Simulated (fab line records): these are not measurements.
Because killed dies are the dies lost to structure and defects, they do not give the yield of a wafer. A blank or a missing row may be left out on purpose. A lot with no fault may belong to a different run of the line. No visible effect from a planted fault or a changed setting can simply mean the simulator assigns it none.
Check of tool commonality | flow sky130 | 10 lots, 30 wafers sampled

== WHAT PROMPTED THE OPENING ==
Of 10 lots, 3 have the reading METAL2_ALCU_RS flagged at SKY_METAL2_RS_MEAS_05. No-fault wafers: 0.1272 ohm/sq, standard deviation 0.0015.
Rule: flag the lot when none of its wafers has a number, or when each of its wafers that has one lies beyond 4 standard deviations from that mean. The rest of the lots are taken to be sound.

lot  | measured     | on            | METAL2_ALCU_RS (ohm/sq), wafer by wafer | flag
L566 | day 33 15:25 | film_metro-01 | 0.1253 0.1252 0.1251                    |
L571 | day 35 23:02 | film_metro-01 | 8.7737 8.8196 8.7458                    | FLAGGED
L570 | day 35 23:41 | film_metro-02 | 8.6230 8.6345 8.6474                    | FLAGGED
L572 | day 36 05:46 | film_metro-02 | 8.6905 8.7849 8.8629                    | FLAGGED
L580 | day 38 10:13 | film_metro-04 | 0.1292 0.1268 0.1248                    |
L581 | day 38 19:22 | film_metro-01 | 0.1264 0.1241 0.1264                    |
L583 | day 39 14:32 | film_metro-01 | 0.1272 0.1262 0.1272                    |
L586 | day 40 19:49 | film_metro-02 | 0.1255 0.1285 0.1302                    |
L587 | day 40 20:49 | film_metro-02 | 0.1312 0.1276 0.1288                    |
L588 | day 41 03:08 | film_metro-04 | 0.1272 0.1273 0.1273                    |
On average the flagged lots read 8.7314 ohm/sq, which is +8.6042 ohm/sq against the usual, or +99 or more standard deviations.

== LOT BY LOT: THE TOOL USED ==
Before the reading, the record contains 3 process steps out of a 708-step route. Cell contents, in order: the tool; ch with the chambers the sampled wafers went through; the start.
lot  | flag    | SKY_METAL1_METAL_ETCH_19          | SKY_VIA1_CVD_21               | SKY_METAL2_SPUTTER_02
L566 |         | rie_metal-03 ch 0,1, day 32 10:07 | cvd_w-01 ch 1, day 33 14:41   | pvd_sputter-03, day 33 15:18
L571 | FLAGGED | rie_metal-02 ch 0,1, day 34 17:46 | cvd_w-02 ch 0,1, day 35 22:16 | pvd_sputter-04, day 35 22:53
L570 | FLAGGED | rie_metal-03 ch 0,1, day 34 19:05 | cvd_w-01 ch 0,1, day 35 22:57 | pvd_sputter-02, day 35 23:33
L572 | FLAGGED | rie_metal-03 ch 0,1, day 35 00:25 | cvd_w-01 ch 0,1, day 36 05:02 | pvd_sputter-04, day 36 05:40
L580 |         | rie_metal-03 ch 0,1, day 37 05:55 | cvd_w-01 ch 0,1, day 38 09:29 | pvd_sputter-02, day 38 10:06
L581 |         | rie_metal-03 ch 0,1, day 37 16:34 | cvd_w-02 ch 0,1, day 38 18:39 | pvd_sputter-04, day 38 19:16
L583 |         | rie_metal-02 ch 0,1, day 38 11:49 | cvd_w-02 ch 0,1, day 39 13:49 | pvd_sputter-03, day 39 14:26
L586 |         | rie_metal-01 ch 0,1, day 39 15:46 | cvd_w-02 ch 0,1, day 40 19:05 | pvd_sputter-04, day 40 19:42
L587 |         | rie_metal-01 ch 0, day 39 17:01   | cvd_w-02 ch 0,1, day 40 20:06 | pvd_sputter-02, day 40 20:43
L588 |         | rie_metal-03 ch 0, day 39 23:21   | cvd_w-02 ch 0,1, day 41 02:24 | pvd_sputter-04, day 41 03:01
What the steps here do:
- SKY_METAL1_METAL_ETCH_19: etches the open film in Cl2/BCl3, stops on SiO2, target depth 360 nm, time 78 s.
- SKY_VIA1_CVD_21: deposits W, target thk 270 nm, time 80.902 s.
- SKY_METAL2_SPUTTER_02: material AlCu, target thk 250 nm, time 13.3 s.
- SKY_METAL2_RS_MEAS_05: measures by four-point-probe.

== FLAGGED AGAINST TOTAL, ONE TOOL AT A TIME (gauges that did the reading follow at the end) ==
step                     | tool           | lots run | flagged | share of the flagged lots | sound lots run after its first flagged lot
SKY_METAL1_METAL_ETCH_19 | rie_metal-01   | 2        | 0       | none                      | -
SKY_METAL1_METAL_ETCH_19 | rie_metal-02   | 2        | 1       | some                      | 1 (L583)
SKY_METAL1_METAL_ETCH_19 | rie_metal-03   | 6        | 2       | some                      | 3 (L580,L581,L588)
SKY_VIA1_CVD_21          | cvd_w-01       | 4        | 2       | some                      | 1 (L580)
SKY_VIA1_CVD_21          | cvd_w-02       | 6        | 1       | some                      | 5 (L581,L583,L586,L587,L588)
SKY_METAL2_SPUTTER_02    | pvd_sputter-02 | 3        | 1       | some                      | 2 (L580,L587)
SKY_METAL2_SPUTTER_02    | pvd_sputter-03 | 2        | 0       | none                      | -
SKY_METAL2_SPUTTER_02    | pvd_sputter-04 | 5        | 2       | some                      | 3 (L581,L586,L588)
SKY_METAL2_RS_MEAS_05    | film_metro-01  | 4        | 1       | some                      | 2 (L581,L583)
SKY_METAL2_RS_MEAS_05    | film_metro-02  | 4        | 2       | some                      | 2 (L586,L587)
SKY_METAL2_RS_MEAS_05    | film_metro-04  | 2        | 0       | none                      | -

== WHAT THE TABLE PERMITS ==
No row of the table ran every flagged lot.

== WHAT HAD BEEN PUT IN BY THE SIMULATOR ==
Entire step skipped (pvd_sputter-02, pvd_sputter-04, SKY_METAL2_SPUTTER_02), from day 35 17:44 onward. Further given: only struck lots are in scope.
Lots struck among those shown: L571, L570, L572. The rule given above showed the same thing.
